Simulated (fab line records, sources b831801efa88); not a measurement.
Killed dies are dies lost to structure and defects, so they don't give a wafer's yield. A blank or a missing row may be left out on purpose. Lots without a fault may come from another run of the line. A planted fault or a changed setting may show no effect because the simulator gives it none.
fab line records | flow gf180mcu
record lots=6 wafers=18 last_day=34
route steps=602 shown V1@354 M2@362
lots that met no fault: from a run of the same line without faults
start_h: hours from the record's first day to the start of the lot's first wafer shown | wait_h: hours since the lot's step before | " the same as in the row above | L1.1+2: a row that stands for several wafers | - no value, or no start given | * or withheld: withheld | < > ~ a bound
route shown NAME@n: a module of which the file shows steps, and the number in the route of the first | usual: mean/standard deviation of fault-free wafers | same: alike in all rows | chamber/n: place in a boat | sites: the reading at each site | _std_site: their standard deviation | _edge_site: outer sites' mean less inner sites' | radius_mm: how far each site lies from the wafer's centre | mask NAME#n: copy n | behind: the tool/chamber that last shaped the wafer | hold: why the lot was held/for how many hours/how that ended | device: the transistor (n, p or np) that didn't switch | end of line: the same wafers' tests at the end of the route | a step without rows: its recipe alone | killed: dies lost to structure and defects at the first sort, not the wafer's yield | map: a wafer's dies, x killed, . not, _ none there
set.NAME: the setting as run; set.NAME@STEP: as run at that earlier step | model.NAME: the simulator's own value behind a step, which no gauge read
lots at some steps of the route; a table a step, a row a wafer
services: from which hour (start_h, from the record's first day; less than 0 if before it) a tool's chamber was out of use, for how many hours, and why
## steps
# step GF_V1_STRIP_19
# recipe chemistry=post_etch_residue_remover time_s=1200 temp_c=72.5
# step GF_V1_CLEAN_20
# recipe chemistry=DIW dry=n2_spin
# step GF_V1_SPUTTER_21
# recipe material=Ti target_thk_nm=15 chamber_pressure_pa=5 power_w=2500 substrate_temp_c=200 time_s=80.02
# usual cathode_dc_power_W=2500.0/0.52 chamber_pressure_pa=4.998/0.01 throttle_valve_pct=29.5/1.1
# columns lot.wafer tool chamber start_h wait_h cathode_dc_power_W chamber_pressure_pa throttle_valve_pct
L374.4 pvd_sputter-04 - 419.29 0.0 2499.3 4.993 28.1
L374.5 " - " " 2500.2 5.005 29.3
L374.6 " - " " 2500.5 4.997 28.6
L384.1 pvd_sputter-03 - 517.09 0.0 2500.5 4.989 29.9
L384.4 " - " " 2499.2 5.004 28.4
L384.6 " - " " 2499.9 5.003 28.8
L385.1 pvd_sputter-04 - 537.15 0.0 2499.6 5.009 29.3
L385.4 " - " " 2500.6 4.996 28.8
L385.6 " - " " 2498.9 5.013 29.2
L386.2 pvd_sputter-01 - 544.08 0.0 2500.7 4.994 31.0
L386.4 " - " " 2499.5 5.006 31.8
L386.5 " - " " 2499.3 5.004 31.8
L390.1 pvd_sputter-03 - 574.40 0.0 2499.4 4.999 30.0
L390.2 " - " " 2500.3 4.995 28.7
L390.4 " - " " 2499.8 5.005 28.3
L395.2 pvd_sputter-03 - 611.73 0.0 2499.1 5.001 29.7
L395.3 " - " " 2499.9 4.991 28.7
L395.4 " - " " 2499.9 4.990 28.4
# step GF_V1_SPUTTER_22
# recipe material=TiN target_thk_nm=10 chamber_pressure_pa=5 power_w=4000 time_s=40
# usual cathode_dc_power_W=4000.1/0.79 chamber_pressure_pa=5.001/0.0094 throttle_valve_pct=29.5/1.1
# columns lot.wafer tool chamber start_h wait_h cathode_dc_power_W chamber_pressure_pa throttle_valve_pct
L374.4 pvd_sputter-04 - 419.35 0.0 4000.5 5.001 28.2
L374.5 " - " " 3999.6 4.999 29.4
L374.6 " - " " 3999.4 4.994 29.1
L384.1 pvd_sputter-03 - 517.15 0.0 4000.3 4.999 29.8
L384.4 " - " " 3999.2 5.003 28.2
L384.6 " - " " 4000.6 5.012 28.9
L385.1 pvd_sputter-04 - 537.21 0.0 4000.3 5.016 29.3
L385.4 " - " " 4001.2 5.012 28.6
L385.6 " - " " 4001.0 5.006 29.1
L386.2 pvd_sputter-01 - 544.14 0.0 4000.1 4.998 31.5
L386.4 " - " " 4002.0 5.013 32.0
L386.5 " - " " 4000.3 5.008 31.7
L390.1 pvd_sputter-03 - 574.46 0.0 4000.3 4.996 30.0
L390.2 " - " " 3999.3 4.993 28.5
L390.4 " - " " 3999.3 5.001 28.6
L395.2 pvd_sputter-03 - 611.79 0.0 3999.6 4.999 29.9
L395.3 " - " " 3999.8 5.012 28.6
L395.4 " - " " 4000.6 4.994 28.6
# step GF_V1_CVD_23
# recipe material=W target_thk_nm=350 time_s=105.05 temp_c=400 pressure_torr=40
# step GF_V1_RS_MEAS_24
# recipe thk_meas_gauge=four-point-probe reads=W_of_V1_CVD_23+TiN_of_V1_SPUTTER_22+Ti_of_V1_SPUTTER_21
# usual V1_W_RS=0.327/0.004
# columns lot.wafer tool chamber start_h wait_h V1_W_RS[ohm/sq]
L374.4 film_metro-03 - 419.56 0.1 0.331
L374.5 " - " " 0.332
L374.6 " - " " 0.329
L384.1 film_metro-04 - 517.30 0.1 0.323
L384.4 " - " " 0.326
L384.6 " - " " 0.324
L385.1 film_metro-01 - 537.36 0.1 0.324
L385.4 " - " " 0.323
L385.6 " - " " 0.323
L386.2 film_metro-03 - 544.31 0.1 0.325
L386.4 " - " " 0.322
L386.5 " - " " 0.323
L390.1 film_metro-03 - 574.61 0.1 0.326
L390.2 " - " " 0.330
L390.4 " - " " 0.323
L395.2 film_metro-03 - 611.96 0.1 0.327
L395.3 " - " " 0.327
L395.4 " - " " 0.326
# step GF_V1_THK_MEAS_25
# recipe thk_meas_gauge=xrf reads=W_of_V1_CVD_23
# usual V1_W_THK=364/5.3
# columns lot.wafer tool chamber start_h wait_h V1_W_THK[nm]
L374.4 film_metro-03 - 419.65 0.1 362
L374.5 " - " " 356
L374.6 " - " " 362
L384.1 film_metro-04 - 517.42 0.1 365
L384.4 " - " " 361
L384.6 " - " " 361
L385.1 film_metro-01 - 537.48 0.1 369
L385.4 " - " " 372
L385.6 " - " " 369
L386.2 film_metro-03 - 544.42 0.1 366
L386.4 " - " " 372
L386.5 " - " " 369
L390.1 film_metro-03 - 574.73 0.1 368
L390.2 " - " " 364
L390.4 " - " " 371
L395.2 film_metro-03 - 612.07 0.1 362
L395.3 " - " " 367
L395.4 " - " " 364
# step GF_V1_CMP_26
# recipe stop_on=SiO2 down_force_psi=3.5 platen_rpm=60 t_overpolish_s=15 target_thk_nm=0 pad_velocity_m_s=0.94248
# usual motor_current_A=10.5/0.63 overpolish_run_s=14.999/0.0087 time_to_endpoint_s=85/3.6
# columns lot.wafer tool chamber start_h wait_h motor_current_A overpolish_run_s time_to_endpoint_s
L374.4 cmp-02 2 419.78 0.1 11.1 14.989 85
L374.5 " 0 " " 10.2 15.006 80
L374.6 " 1 " " 9.8 14.996 82
L384.4 cmp-02 0 517.48 0.0 10.4 14.984 84
L384.1 " 2 " " 11.1 15.000 89
L384.6 " 0 " " 10.7 14.998 84
L385.4 cmp-02 0 537.54 0.0 10.2 14.993 86
L385.1 " 3 " " 9.8 14.984 94
L385.6 " 0 " " 10.4 14.993 84
L386.2 cmp-02 3 544.52 0.1 10.2 14.986 90
L386.4 " 0 " " 10.0 14.996 81
L386.5 " 2 " " 11.2 14.995 86
L390.1 cmp-02 0 574.79 0.1 9.4 15.009 82
L390.2 " 2 " " 10.9 14.998 84
L390.4 " 3 " " 10.2 15.008 90
L395.2 cmp-01 0 612.12 0.0 10.3 14.990 83
L395.4 " 2 " " 11.6 14.997 83
L395.3 " 3 " " 11.7 15.012 84
# step GF_M2_SPUTTER_00
# recipe material=Ti target_thk_nm=37.5 arriving_ion_energy_ev=80 substrate_temp_c=200 chamber_pressure_pa=2 power_w=4000 time_s=150
# step GF_M2_SPUTTER_01
# recipe material=TiN target_thk_nm=30 power_w=6500 time_s=23.8 chamber_pressure_pa=0.4
# usual cathode_dc_power_W=6499.9/1.3 chamber_pressure_pa=0.3999/0.00088 throttle_valve_pct=30.1/1
# columns lot.wafer tool chamber start_h wait_h cathode_dc_power_W chamber_pressure_pa throttle_valve_pct
L374.4 pvd_sputter-01 - 420.08 0.1 6500.3 0.4003 31.1
L374.5 " - " " 6500.2 0.3989 29.1
L374.6 " - " " 6499.6 0.4003 29.7
L384.1 pvd_sputter-02 - 517.88 0.1 6500.1 0.3995 29.4
L384.4 " - " " 6499.7 0.3991 31.7
L384.6 " - " " 6501.7 0.4003 30.6
L385.1 pvd_sputter-01 - 537.94 0.1 6499.0 0.4016 31.4
L385.4 " - " " 6497.7 0.4007 29.3
L385.6 " - " " 6499.1 0.3999 31.8
L386.2 pvd_sputter-02 - 544.87 0.1 6497.7 0.3997 31.4
L386.4 " - " " 6500.1 0.4014 29.9
L386.5 " - " " 6500.9 0.4012 31.5
L390.1 pvd_sputter-02 - 575.19 0.1 6499.6 0.3991 30.2
L390.2 " - " " 6499.8 0.3991 29.5
L390.4 " - " " 6500.9 0.4002 29.6
L395.2 pvd_sputter-01 - 612.52 0.1 6500.8 0.3997 31.5
L395.3 " - " " 6499.8 0.3987 29.3
L395.4 " - " " 6499.8 0.4000 31.7
# step GF_M2_SPUTTER_02
# recipe material=AlCu target_thk_nm=450 power_w=10600 time_s=23.9 chamber_pressure_pa=0.4
# step GF_M2_SPUTTER_03
# recipe material=Ti target_thk_nm=10 substrate_temp_c=300 chamber_pressure_pa=0.3 power_w=3000 time_s=6.7
# usual cathode_dc_power_W=3000.1/0.54 chamber_pressure_pa=0.3000/0.0006 throttle_valve_pct=30.1/1.1
# columns lot.wafer tool chamber start_h wait_h cathode_dc_power_W chamber_pressure_pa throttle_valve_pct
L374.4 pvd_sputter-01 - 420.14 0.0 2999.8 0.2997 31.6
L374.5 " - " " 2999.9 0.2990 29.0
L374.6 " - " " 2999.9 0.2997 29.6
L384.1 pvd_sputter-02 - 517.94 0.0 2999.7 0.3004 29.5
L384.4 " - " " 2999.7 0.2998 31.5
L384.6 " - " " 3000.2 0.2986 30.6
L385.1 pvd_sputter-01 - 538.00 0.0 3000.5 0.2994 31.4
L385.4 " - " " 3001.1 0.2998 29.2
L385.6 " - " " 3000.4 0.2994 31.8
L386.2 pvd_sputter-02 - 544.93 0.0 2999.2 0.2998 31.5
L386.4 " - " " 3000.9 0.3000 29.8
L386.5 " - " " 2999.9 0.2997 31.1
L390.1 pvd_sputter-02 - 575.25 0.0 3001.1 0.3002 30.6
L390.2 " - " " 2999.7 0.3008 29.4
L390.4 " - " " 2999.4 0.2998 29.6
L395.2 pvd_sputter-01 - 612.58 0.0 3001.3 0.2999 31.1
L395.3 " - " " 3000.2 0.3005 29.1
L395.4 " - " " 3001.4 0.3006 31.8
# step GF_M2_SPUTTER_04
# recipe material=TiN target_thk_nm=50 power_w=6500 time_s=41.7 chamber_pressure_pa=0.4
# usual cathode_dc_power_W=6500.1/1.2 chamber_pressure_pa=0.3999/0.00085 throttle_valve_pct=30.2/1
# columns lot.wafer tool chamber start_h wait_h cathode_dc_power_W chamber_pressure_pa throttle_valve_pct
L374.4 pvd_sputter-01 - 420.16 0.0 6498.4 0.4004 31.4
L374.5 " - " " 6499.3 0.3986 29.3
L374.6 " - " " 6499.5 0.3982 29.7
L384.1 pvd_sputter-02 - 517.96 0.0 - - -
L384.4 " - " " - - -
L384.6 " - " " - - -
L385.1 pvd_sputter-01 - 538.02 0.0 - - -
L385.4 " - " " - - -
L385.6 " - " " - - -
L386.2 pvd_sputter-02 - 544.95 0.0 6500.6 0.4002 31.6
L386.4 " - " " 6501.3 0.4000 29.7
L386.5 " - " " 6500.0 0.4003 31.4
L390.1 pvd_sputter-02 - 575.27 0.0 6499.5 0.4003 30.5
L390.2 " - " " 6501.6 0.3985 29.6
L390.4 " - " " 6501.0 0.3988 29.8
L395.2 pvd_sputter-01 - 612.60 0.0 6499.0 0.3987 31.6
L395.3 " - " " 6501.8 0.3994 29.2
L395.4 " - " " 6499.7 0.3999 31.7
# step GF_M2_THK_MEAS_06
# recipe thk_meas_gauge=xrf reads=AlCu_of_M2_SPUTTER_02
# usual M2_ALCU_THK=443/4.8
# columns lot.wafer tool chamber start_h wait_h M2_ALCU_THK[nm]
L374.4 film_metro-02 - 420.35 0.1 441
L374.5 " - " " 437
L374.6 " - " " 441
L384.1 film_metro-02 - 518.12 0.1 497
L384.4 " - " " 486
L384.6 " - " " 498
L385.1 film_metro-03 - 538.18 0.1 482
L385.4 " - " " 479
L385.6 " - " " 490
L386.2 film_metro-02 - 545.12 0.1 442
L386.4 " - " " 444
L386.5 " - " " 441
L390.1 film_metro-04 - 575.43 0.1 447
L390.2 " - " " 449
L390.4 " - " " 442
L395.2 film_metro-02 - 612.77 0.1 444
L395.3 " - " " 444
L395.4 " - " " 443
# step GF_M2_DEHYDRATE_07
# recipe temp_c=200 time_s=60
# step GF_M2_HMDS_08
# recipe prime_time_s=60 prime_temp_c=120
# step GF_M2_COAT_09
# recipe resist=KrF spin_rpm=withheld resist_thk_nm=1000
# step GF_M2_SOFTBAKE_10
# recipe temp_c=130 time_s=60 resist=KrF
# step GF_M2_EXPOSE_11
# recipe mask_id=Metal2 target_cd_nm=280 na=0.68 source_shape=conventional sigma_outer=0.6 dose_mj=28
# step GF_M2_PEB_12
# recipe peb_temp_c=135 peb_time_s=90 resist=KrF
# step GF_M2_DEVELOP_13
# recipe develop_time_s=60 dev_temp_c=21
# step GF_M2_CD_MEAS_14
# recipe target_cd_nm=280
# usual cd_nm=279.9/1.1
# columns lot.wafer tool chamber start_h wait_h cd_nm
L374.4 cd_sem-02 - 444.43 0.1 280.2
L374.5 " - " " 280.9
L374.6 " - " " 280.9
L384.1 cd_sem-01 - 541.41 0.1 280.7
L384.4 " - " " 281.5
L384.6 " - " " 280.7
L385.1 cd_sem-01 - 560.39 0.1 280.2
L385.4 " - " " 279.9
L385.6 " - " " 281.4
L386.2 cd_sem-02 - 567.43 0.1 279.4
L386.4 " - " " 279.2
L386.5 " - " " 278.5
L390.1 cd_sem-01 - 594.71 0.1 278.7
L390.2 " - " " 279.5
L390.4 " - " " 280.3
L395.2 cd_sem-02 - 633.19 0.1 279.1
L395.3 " - " " 279.8
L395.4 " - " " 278.9
# step GF_M2_OVL_MEAS_15
# usual M2_OVL=3/5.3
# columns lot.wafer tool chamber start_h wait_h M2_OVL[nm]
L374.4 overlay-02 - 444.51 0.1 7
L374.5 " - " " 5
L374.6 " - " " 7
L384.1 overlay-02 - 541.53 0.1 13
L384.4 " - " " 3
L384.6 " - " " 5
L385.1 overlay-01 - 560.51 0.1 -4
L385.4 " - " " -7
L385.6 " - " " -10
L386.2 overlay-01 - 567.54 0.1 13
L386.4 " - " " 7
L386.5 " - " " 13
L390.1 overlay-01 - 594.83 0.1 11
L390.2 " - " " 6
L390.4 " - " " 7
L395.2 overlay-01 - 633.30 0.1 9
L395.3 " - " " 11
L395.4 " - " " 7
# step GF_M2_METAL_ETCH_16
# recipe chemistry=Cl2/BCl3 mask_material=KrF target_depth_nm=627.5 stop_on=SiO2 pressure_mtorr=8 icp_w=800 bias_w=140 Cl2_flow_sccm=80 bcl3_flow_sccm=40 time_s=104.6
# usual drypump_motor_current_A=5.7/0.38 oes_product_au=0.971/0.0062 throttle_valve_pct=28.251/0.0099
# columns lot.wafer tool chamber start_h wait_h drypump_motor_current_A oes_product_au rf_hours_counter_h throttle_valve_pct
L374.4 rie_metal-04 1 444.56 0.0 6.4 0.953 - 28.267
L374.5 " 1 " " 6.4 0.959 - 28.262
L374.6 " 0 " " 5.8 0.969 - 28.239
L384.1 rie_metal-04 1 541.57 0.0 6.3 0.994 1 28.241
L384.4 " 1 " " 6.4 0.992 - 28.231
L384.6 " 1 " " 6.4 0.987 - 28.215
L385.1 rie_metal-04 1 560.55 0.0 6.4 0.992 1 28.239
L385.4 " 1 " " 6.4 0.977 - 28.233
L385.6 " 0 " " 5.9 0.991 - 28.228
L386.2 rie_metal-04 0 567.57 0.0 5.8 0.969 12 28.259
L386.4 " 1 " " 6.3 0.977 - 28.241
L386.5 " 0 " " 5.8 0.974 - 28.252
L390.1 rie_metal-04 0 594.87 0.0 5.8 0.961 0 28.263
L390.2 " 1 " " 6.4 0.978 3 28.243
L390.4 " 0 " " 5.8 0.970 - 28.245
L395.2 rie_metal-03 0 633.33 0.0 5.4 0.973 14 28.245
L395.3 " 1 " " 5.7 0.971 - 28.254
L395.4 " 0 " " 5.4 0.972 - 28.250
# step GF_M2_STRIP_17
# recipe chemistry=O2/N2 power_w=1400 pressure_mtorr=1500 platen_temp_c=250 o2_flow_sccm=3000 n2_flow_sccm=300 overash_fraction=0.5
## services
# columns tool chamber start_h hours kind
cmp-01 - 396.61 5.4 pm
rie_metal-03 1 400.42 67.8 repair
cmp-02 - 404.04 4.0 pm
cmp-01 - 407.73 0.5 repair
cmp-01 - 415.01 1.3 repair
cmp-01 - 416.44 1.0 repair
pvd_sputter-01 0 426.01 - consumable_replace:kit
pvd_sputter-01 0 426.01 18.0 scheduled_down
pvd_sputter-01 0 426.01 18.0 vent_cycle
rie_metal-04 - 442.43 0.7 repair
cmp-01 - 447.66 0.8 repair
cmp-01 - 450.89 6.0 repair
cmp-02 - 504.56 4.4 repair
cmp-01 - 529.11 16.6 pm
cmp-01 - 572.00 4.0 pm
pvd_sputter-01 3 589.29 - consumable_replace:kit
pvd_sputter-01 3 589.29 18.0 scheduled_down
pvd_sputter-04 - 598.78 2.6 repair
cmp-02 - 603.95 0.4 repair
cmp-02 - 606.28 1.6 repair
pvd_sputter-02 - 607.80 0.9 repair
cmp-02 - 622.95 0.7 repair
cmp-02 - 626.73 1.7 repair
cmp-01 - 630.70 11.1 pm
## key
first_sign step=GF_M2_SPUTTER_04 reading=tool_record direction=missing
effect step=GF_M2_THK_MEAS_06 reading=M2_ALCU_THK direction=up sigmas=9.6 usual=443 struck=489
effect step=GF_M2_METAL_ETCH_16 reading=oes_product_au direction=up sigmas=2.8 usual=0.971 struck=0.989
met_at GF_M2_SPUTTER_04
struck_wafers L384.1,L384.4,L384.6,L385.1,L385.4,L385.6
later_rows_left_out L384.1,L384.4,L384.6,L385.1,L385.4,L385.6
sort_left_out L384.1,L384.4,L384.6,L385.1,L385.4,L385.6
onset_between 420.16 517.96
fault kind=skipped_step_whole tool=pvd_sputter-01,pvd_sputter-02 chamber=- onset_h=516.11 steps=GF_M2_SPUTTER_04 scope=struck_lots_only
# sort_left_out: the simulated sort isn't trusted on such a fault, so these wafers' sort isn't shown, and their yield isn't known
# later_rows_left_out: the simulator's readings of these wafers behind a module that went badly wrong aren't trusted and aren't shown, but for the sort
